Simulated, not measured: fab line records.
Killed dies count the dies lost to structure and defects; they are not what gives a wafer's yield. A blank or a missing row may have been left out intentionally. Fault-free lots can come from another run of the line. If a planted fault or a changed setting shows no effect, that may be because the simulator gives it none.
Which tool is to blame? + flow sky130 + 7 lots (21 wafers sampled), 1 step of a 708-step route

## WHAT THE GAUGES SHOWED, per wafer
SKY_POLY_CUT_CD_MEAS_08: target cd 270 nm.
| lot  | measured     | on        | cd_nm (nm)        |
|------|--------------|-----------|-------------------|
| L450 | day 24 12:33 | cd_sem-01 | 271.0 270.0 272.7 |
| L453 | day 25 10:56 | cd_sem-01 | 273.2 270.6 271.1 |
| L455 | day 26 04:12 | cd_sem-02 | 272.2 271.7 270.2 |
| L464 | day 31 04:53 | cd_sem-02 | 269.4 270.5 271.5 |
| L467 | day 31 06:29 | cd_sem-02 | 269.6 269.5 269.5 |
| L469 | day 31 12:49 | cd_sem-02 | 272.8 271.9 271.1 |
| L472 | day 32 04:14 | cd_sem-01 | 270.4 270.2 269.9 |

## EACH LOT AND THE TOOL THAT RAN IT (in order: tool; ch and the chambers of the sampled wafers; start)
There is no process step in the record ahead of these readings.

## THE ANSWER, worked out from the rows above alone
Rule: the usual values come from the lots themselves. The widest of any qualifying gaps counts: lots, ordered by their means at a reading, are off when they make up no more than a third of the lots, leave a main group of 4 or more, and stand apart from it by 3 or more times the standard deviation of that group's means. Not used: any main group whose means are identical at the precision the tables above print for the reading. Also off: a lot with no number at a reading for which 4 or more lots have one. Any other lot the step has rows for is counted as sound.
Nothing can be told from this: no lot is off at any reading shown.

## WHAT WAS PUT IN BY THE SIMULATOR
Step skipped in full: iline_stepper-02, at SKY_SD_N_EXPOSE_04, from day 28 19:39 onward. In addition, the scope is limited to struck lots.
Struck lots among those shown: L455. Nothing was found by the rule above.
